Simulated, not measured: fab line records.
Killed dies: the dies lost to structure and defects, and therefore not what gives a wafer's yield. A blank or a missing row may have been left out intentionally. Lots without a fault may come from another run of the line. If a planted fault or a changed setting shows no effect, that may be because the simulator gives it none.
Problem report, 8D (eight disciplines) form, completed by code | flow gf180mcu | the parts of the form that need people (team, actions taken, sign-off) are left out

1. WHAT WENT WRONG
Wafers without a fault read 58.44 s, standard deviation 0.17; runLengthS at GF_SALICIDE_RTA_08 reads a mean of 101.80 s on 2 wafers belonging to 2 lots. That is +99 or more standard deviations from the usual mean.
The step: time 30 s.
First seen on wafer L409.2, day 18 15:42, on rtpAnneal-02. Wafers with a number at this step in the record: 16, from 6 lots. By rule, "out" or "out of limits" means more than 4 standard deviations away from the usual mean. All remaining wafers that have a number are taken as sound.

2. WHAT THIS IS AND IS NOT
question                    | is                | is not
which readings at this step | runLengthS        | chamberO2Ppm, lampPowerPct, wafer_temp_C_max
which lots                  | L409, L410        | L400, L417, L420, L421
which wafers of those lots  | L409.2, L410.1    | L409.4, L410.4
read on which tools         | rtpAnneal-02      | rtpAnneal-01
when                        | from day 18 15:42 | up to then (4 sound wafers); but 10 sound wafers of L410, L417, L420, L421 came after

3. THE SUSPECTS, EACH WITH WHAT RULES IT OUT
Counting: any tool at a process step up to the reading remains a suspect provided it ran every lot that is out. Sound lots after the first of them don't rule it out here, since some wafers of a struck lot are sound.
- pvdSputter-02 at GF_SALICIDE_SPUTTER_02 (material Co, target thk 10 nm, time 20 s): kept. It ran every lot that is out, first L409 (day 18 15:09); its last sound lot up to then is L400 (day 15 02:08).
- pvdSputter-02 at GF_SALICIDE_SPUTTER_03 (material TiN, target thk 20 nm, time 16.7 s): kept. It ran every lot that is out, first L409 (day 18 15:11); its last sound lot up to then is L400 (day 15 02:10).
- rtpAnneal-02 at GF_SALICIDE_RTA_08 (time 30 s): kept. It ran every lot that is out, first L409 (day 18 15:42). Its own runLengthS readings are out on those wafers.
The count leaves pvdSputter-02 at GF_SALICIDE_SPUTTER_02, pvdSputter-02 at GF_SALICIDE_SPUTTER_03, and rtpAnneal-02 at GF_SALICIDE_RTA_08.

4. THE CAUSE (what the simulator had put in)
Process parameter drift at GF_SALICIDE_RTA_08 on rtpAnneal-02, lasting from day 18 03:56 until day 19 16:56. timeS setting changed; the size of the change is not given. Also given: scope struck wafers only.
After counting, 3 suspects remain, this tool included.

5. SEQUENCE OF EFFECTS, ordered by route
Each row: a reading whose mean over the struck wafers that have a number lies more than 3 standard deviations from the usual. Scope: only readings with a usual standard deviation given in the record; hours: median across lots of the time from each lot's start at the first step in this table that gives one to its start at this step; sigmas: change in usual standard deviations.
hours | step               | reading    | usual   | on struck wafers | change | sigmas
0     | GF_SALICIDE_RTA_08 | runLengthS | 58.44 s | 101.80           | +43.36 | +99 or more
It contains these process steps:
- GF_SALICIDE_RTA_08: time 30 s.

6. WHAT WOULD HAVE CAUGHT IT SOONER
12 hours passed between the start of the fault at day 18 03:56 and the first reading out of limits in this record, taken at day 18 15:42.
